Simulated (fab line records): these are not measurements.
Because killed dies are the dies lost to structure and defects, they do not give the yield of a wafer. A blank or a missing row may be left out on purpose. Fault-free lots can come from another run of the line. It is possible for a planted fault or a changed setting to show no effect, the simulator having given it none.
A single fault, viewed from 2 desks | flow sfq_line | every desk sees just its own numbers, and what lay behind them comes last

## AT THE TOOL OWNER'S DESK: rie_diel-01
The tool's own readings at SFQ_TRILAYER_I6_VIA_BARC_OPEN_VIA_ETCH_235 (etches BARC in O2, target depth 125 nm, time 41.7 s): means of the sampled wafers that have a number, for each lot that ran on this tool. If a lot's mean is further than 4 standard deviations from the usual mean, the lot is out of limits and carries the mark OUT (the distance appears in the brackets).
Columns: A = drypump_motor_current_A at SFQ_TRILAYER_I6_VIA_BARC_OPEN_VIA_ETCH_235, usual 5.6 A; B = oes_product_au at SFQ_TRILAYER_I6_VIA_BARC_OPEN_VIA_ETCH_235, usual 0.685 a.u.; C = run_length_s at SFQ_TRILAYER_I6_VIA_BARC_OPEN_VIA_ETCH_235, usual 70.1 s
lot  | first seen here | A   | B                | C
L236 | day 65 19:56    | 5.0 | 0.683            | 70.5
L243 | day 67 13:54    | 4.8 | 0.687            | 70.1
L245 | day 72 07:49    | 5.3 | 0.686            | 70.5
L247 | day 72 14:10    | 5.5 | 0.633 (-11) OUT  | 80.3 (+19) OUT
L251 | day 74 04:34    | 5.4 | 0.655 (-6.4) OUT | 76.0 (+11) OUT
This desk's verdict: out of limits on L247, L251, starting with L247 at day 72 14:10 (oes_product_au at SFQ_TRILAYER_I6_VIA_BARC_OPEN_VIA_ETCH_235). Within limits: L236, L243, L245.

## FROM THE METROLOGY DESK
Lot by lot, what the gauges showed, no matter which tool ran the lot: averages of those sampled wafers that carry a number. If a lot's mean is further than 4 standard deviations from the usual mean, the lot is out of limits and carries the mark OUT (the distance appears in the brackets).
Columns: A = M6_NB_RS at SFQ_M6_RS_MEAS_938, usual 0.890 ohm/sq
lot  | first seen here | A
L236 | day 56 00:43    | 0.891
L237 | day 57 01:11    | 0.898
L240 | day 60 08:50    | 0.886
L241 | day 62 14:53    | 0.892
L242 | day 62 16:05    | 0.873
L243 | day 62 18:28    | 0.899
L244 | day 62 22:12    | 0.879
L245 | day 64 07:01    | 0.887
L246 | day 67 05:27    | 0.881
L247 | day 67 07:56    | 0.874
L251 | day 68 17:08    | 0.881
L252 | day 72 04:24    | 0.895
L253 | day 72 09:39    | 0.898
L255 | day 74 03:22    | 0.896
Finding of this desk: none of the 14 lots has anything out of limits.

## ALL TOGETHER
On L247, L251, at day 72 14:10, an alarm was possible from the tool owner's desk.
Nothing out of limits was seen by the metrology desk.
The metrology desk has L247, L251 on record, within its limits.
All the named lots went through SFQ_TRILAYER_I6_VIA_BARC_OPEN_VIA_ETCH_235 on rie_diel-01.

## WHAT THE SIMULATOR HAD INSERTED
rie_diel-01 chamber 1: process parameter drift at SFQ_TRILAYER_I6_VIA_BARC_OPEN_VIA_ETCH_235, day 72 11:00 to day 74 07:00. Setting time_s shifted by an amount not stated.
Shown lots that were struck: L247, L251.
Time in hours from fault onset to the first out-of-limits reading at each desk: the tool owner's desk, 3.
